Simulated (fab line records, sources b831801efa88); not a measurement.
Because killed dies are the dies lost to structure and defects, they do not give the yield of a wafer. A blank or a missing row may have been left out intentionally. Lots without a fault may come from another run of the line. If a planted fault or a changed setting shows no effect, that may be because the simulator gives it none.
Shared-tool check ; flow sky130 ; 13 lots and 45 wafers in the sample

== REASON FOR OPENING ==
Of 13 lots, 2 have the reading LDD_HVN_TW flagged at SKY_LDD_HVN_TW_MEAS_10. Wafers without a fault read 1460, standard deviation 11.
Rule: flag the lot when none of its wafers has a number, or when each of its wafers that has one lies beyond 4 standard deviations from that mean. As for the other lots, they are considered sound.

lot;measured;on;LDD_HVN_TW, wafer by wafer;flag
L112;day 20 02:43;film_metro-01;1461 1466 1466;
L113;day 20 12:32;film_metro-02;1470 1461 1459;
L114;day 20 17:52;film_metro-02;1468 1459 1467;
L116;day 21 22:25;film_metro-03;1444 1451 1439;
L118;day 22 16:38;film_metro-01;1456 1453 1465;
L123;day 24 17:14;film_metro-02;1559 1554 1560 1559 1561 1562;FLAGGED
L124;day 25 01:52;film_metro-01;1548 1544 1544 1549 1545 1545;FLAGGED
L129;day 26 17:50;film_metro-02;1471 1476 1481;
L131;day 27 15:43;film_metro-03;1452 1455 1448;
L132;day 28 02:09;film_metro-01;1467 1469 1465;
L133;day 28 04:58;film_metro-01;1465 1466 1463;
L135;day 28 08:37;film_metro-03;1446 1445 1446;
L134;day 28 10:46;film_metro-01;1465 1470 1468;
The mean of the flagged lots' numbers is 1552, +92 from the usual (+8 standard deviations).

== LOT BY LOT: THE TOOL USED ==
The record keeps 1 process step preceding the reading, out of 708 steps on the route. In each cell: the tool, then ch and the chambers that the sampled wafers went through, then the start.
lot;flag;SKY_LDD_HVN_IMPLANT_08
L112;;implanter-02 ch 0, day 20 02:29
L113;;implanter-01 ch 0, day 20 12:18
L114;;implanter-04 ch 0, day 20 17:37
L116;;implanter-01 ch 0, day 21 22:10
L118;;implanter-04 ch 0, day 22 16:25
L123;FLAGGED;implanter-04 ch 0, day 24 16:59
L124;FLAGGED;implanter-04 ch 0, day 25 01:37
L129;;implanter-02 ch 0, day 26 17:36
L131;;implanter-04 ch 0, day 27 15:28
L132;;implanter-02 ch 0, day 28 01:56
L133;;implanter-04 ch 0, day 28 04:43
L135;;implanter-04 ch 0, day 28 08:22
L134;;implanter-02 ch 0, day 28 10:32
What these steps do:
- SKY_LDD_HVN_IMPLANT_08
- SKY_LDD_HVN_TW_MEAS_10

== FLAGGED OVER TOTAL, TOOL BY TOOL (the gauges that took the reading come last) ==
step;tool;lots run;flagged;share of the flagged lots;sound lots run after its first flagged lot
SKY_LDD_HVN_IMPLANT_08;implanter-01;2;0;none;-
SKY_LDD_HVN_IMPLANT_08;implanter-02;4;0;none;-
SKY_LDD_HVN_IMPLANT_08;implanter-04;7;2;all;3 (L131,L133,L135)
SKY_LDD_HVN_TW_MEAS_10;film_metro-01;6;1;some;3 (L132,L133,L134)
SKY_LDD_HVN_TW_MEAS_10;film_metro-02;4;1;some;1 (L129)
SKY_LDD_HVN_TW_MEAS_10;film_metro-03;3;0;none;-

== WHAT THE TABLE PERMITS ==
Rows of the table that ran each flagged lot: 1, that is implanter-04 at SKY_LDD_HVN_IMPLANT_08.
- implanter-04 at SKY_LDD_HVN_IMPLANT_08 ran 7 lots, 2 of them flagged. After the first flagged lot (L131, L133, L135), sound lots still ran on it; a lasting fault on the whole tool would not permit that. Its own readings lie more than 4 standard deviations out on every wafer of the flagged lots: beam_energy_keV.
Every row of the table either missed a flagged lot or ran a sound lot after the first.

== WHAT THE SIMULATOR HAD PUT IN ==
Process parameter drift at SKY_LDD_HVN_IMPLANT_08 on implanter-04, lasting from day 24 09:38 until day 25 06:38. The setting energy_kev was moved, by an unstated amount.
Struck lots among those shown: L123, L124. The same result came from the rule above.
